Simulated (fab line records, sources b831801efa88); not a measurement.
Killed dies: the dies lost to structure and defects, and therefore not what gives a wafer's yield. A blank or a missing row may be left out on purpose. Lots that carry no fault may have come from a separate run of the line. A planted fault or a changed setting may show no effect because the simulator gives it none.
Which tool was responsible? || flow gf180mcu || Sampling: 13 lots, 39 wafers, 3 of 602 route steps

## WHAT THE GAUGES READ, wafer by wafer
GF_M4_OVL_MEAS_15.
{"lot": "L846", "measured": "day 23 06:20", "on": "overlay-02", "M4_OVL (nm)": "-1 4 16"}
{"lot": "L847", "measured": "day 24 03:21", "on": "overlay-02", "M4_OVL (nm)": "0 7 9"}
{"lot": "L849", "measured": "day 24 08:55", "on": "overlay-02", "M4_OVL (nm)": "0 0 2"}
{"lot": "L852", "measured": "day 25 13:46", "on": "overlay-01", "M4_OVL (nm)": "-2 2 3"}
{"lot": "L851", "measured": "day 25 17:19", "on": "overlay-02", "M4_OVL (nm)": "3 -7 1"}
{"lot": "L854", "measured": "day 26 08:30", "on": "overlay-01", "M4_OVL (nm)": "-6 -10 -10"}
{"lot": "L855", "measured": "day 26 18:33", "on": "overlay-02", "M4_OVL (nm)": "1 9 0"}
{"lot": "L856", "measured": "day 26 23:06", "on": "overlay-02", "M4_OVL (nm)": "-3 -8 -6"}
{"lot": "L863", "measured": "day 28 23:24", "on": "overlay-01", "M4_OVL (nm)": "6 -1 0"}
{"lot": "L865", "measured": "day 29 12:50", "on": "overlay-02", "M4_OVL (nm)": "5 -1 11"}
{"lot": "L866", "measured": "day 29 18:28", "on": "overlay-01", "M4_OVL (nm)": "1 2 -2"}
{"lot": "L867", "measured": "day 30 00:34", "on": "overlay-01", "M4_OVL (nm)": "-6 1 -7"}
{"lot": "L868", "measured": "day 30 06:16", "on": "overlay-01", "M4_OVL (nm)": "-2 -11 -3"}

GF_V4_CD_MEAS_14: target cd 260 nm.
{"lot": "L846", "measured": "day 24 05:42", "on": "cdSem-01", "cdNm (nm)": "261.1 261.2 260.2"}
{"lot": "L847", "measured": "day 25 03:00", "on": "cdSem-02", "cdNm (nm)": "259.6 261.2 260.0"}
{"lot": "L849", "measured": "day 25 07:47", "on": "cdSem-02", "cdNm (nm)": "259.7 259.8 260.1"}
{"lot": "L852", "measured": "day 26 12:30", "on": "cdSem-01", "cdNm (nm)": "261.0 261.6 261.0"}
{"lot": "L851", "measured": "day 26 15:47", "on": "cdSem-01", "cdNm (nm)": "259.1 260.2 259.2"}
{"lot": "L854", "measured": "day 27 06:15", "on": "cdSem-01", "cdNm (nm)": "261.5 260.6 259.4"}
{"lot": "L855", "measured": "day 27 16:45", "on": "cdSem-02", "cdNm (nm)": "259.1 260.2 261.2"}
{"lot": "L856", "measured": "day 27 20:33", "on": "cdSem-02", "cdNm (nm)": "261.0 259.4 261.0"}
{"lot": "L863", "measured": "day 29 19:42", "on": "cdSem-01", "cdNm (nm)": "262.9 261.2 261.4"}
{"lot": "L865", "measured": "day 30 08:32", "on": "cdSem-02", "cdNm (nm)": "261.1 259.2 259.1"}
{"lot": "L866", "measured": "day 30 14:31", "on": "cdSem-02", "cdNm (nm)": "259.6 259.4 260.0"}
{"lot": "L867", "measured": "day 30 20:30", "on": "cdSem-01", "cdNm (nm)": "260.1 260.4 261.2"}
{"lot": "L868", "measured": "day 31 01:52", "on": "cdSem-02", "cdNm (nm)": "260.8 262.6 260.1"}

## TOOL THAT RAN EACH LOT (tool first, then ch and the chambers of the sampled wafers, then the start)
{"lot": "L846", "GF_M3_SPUTTER_01": "pvdSputter-03, day 20 03:40"}
{"lot": "L847", "GF_M3_SPUTTER_01": "pvdSputter-03, day 21 01:41"}
{"lot": "L849", "GF_M3_SPUTTER_01": "pvdSputter-02, day 21 08:10"}
{"lot": "L852", "GF_M3_SPUTTER_01": "pvdSputter-03, day 22 15:40"}
{"lot": "L851", "GF_M3_SPUTTER_01": "pvdSputter-03, day 22 19:05"}
{"lot": "L854", "GF_M3_SPUTTER_01": "pvdSputter-03, day 23 11:49"}
{"lot": "L855", "GF_M3_SPUTTER_01": "pvdSputter-03, day 23 23:19"}
{"lot": "L856", "GF_M3_SPUTTER_01": "pvdSputter-03, day 24 03:31"}
{"lot": "L863", "GF_M3_SPUTTER_01": "pvdSputter-04, day 26 07:14"}
{"lot": "L865", "GF_M3_SPUTTER_01": "pvdSputter-02, day 26 22:14"}
{"lot": "L866", "GF_M3_SPUTTER_01": "pvdSputter-04, day 27 03:41"}
{"lot": "L867", "GF_M3_SPUTTER_01": "pvdSputter-03, day 27 11:18"}
{"lot": "L868", "GF_M3_SPUTTER_01": "pvdSputter-03, day 27 18:00"}
- GF_M3_SPUTTER_01: material TiN, target thk 30 nm, time 25 s.

## AS READ BY THE TOOLS THEMSELVES (means over the sampled wafers that have a number; for cases with no such wafer, the mark the record gives instead)
GF_M3_SPUTTER_01.
{"lot": "L846", "tool": "pvdSputter-03", "throttleValvePct (%)": 29.4}
{"lot": "L847", "tool": "pvdSputter-03", "throttleValvePct (%)": 30.0}
{"lot": "L849", "tool": "pvdSputter-02", "throttleValvePct (%)": 30.2}
{"lot": "L852", "tool": "pvdSputter-03", "throttleValvePct (%)": 29.9}
{"lot": "L851", "tool": "pvdSputter-03", "throttleValvePct (%)": 29.9}
{"lot": "L854", "tool": "pvdSputter-03", "throttleValvePct (%)": 30.7}
{"lot": "L855", "tool": "pvdSputter-03", "throttleValvePct (%)": 30.2}
{"lot": "L856", "tool": "pvdSputter-03", "throttleValvePct (%)": 30.1}
{"lot": "L863", "tool": "pvdSputter-04", "throttleValvePct (%)": 29.8}
{"lot": "L865", "tool": "pvdSputter-02", "throttleValvePct (%)": 29.8}
{"lot": "L866", "tool": "pvdSputter-04", "throttleValvePct (%)": 30.3}
{"lot": "L867", "tool": "pvdSputter-03", "throttleValvePct (%)": 30.2}
{"lot": "L868", "tool": "pvdSputter-03", "throttleValvePct (%)": 30.4}

## THE ANSWER, worked out from the rows above alone
Rule: the lots themselves supply what counts as usual. Put in order of their means at a reading, lots are off if they are a third of the lots or fewer, leave a main group of 4 or more, and stand apart from it by a gap of 3 or more times the standard deviation of the main group's means; of several such gaps the widest counts. If all means in a main group match to the digits the tables above print for the reading, that group is not used. Also off: a lot with no number at a reading for which 4 or more lots have one. Where the step has rows for the other lots, those lots are counted as sound. The gauges are gone through in route order, then the tools' own readings, and for those a lot's mean is taken as printed above. At the first step where some lot is off, the reading lying furthest off is the one used; lots without a number count as furthest.
Nothing can be told from this: no lot is off at any reading shown.

## WHAT THE SIMULATOR HAD INSERTED
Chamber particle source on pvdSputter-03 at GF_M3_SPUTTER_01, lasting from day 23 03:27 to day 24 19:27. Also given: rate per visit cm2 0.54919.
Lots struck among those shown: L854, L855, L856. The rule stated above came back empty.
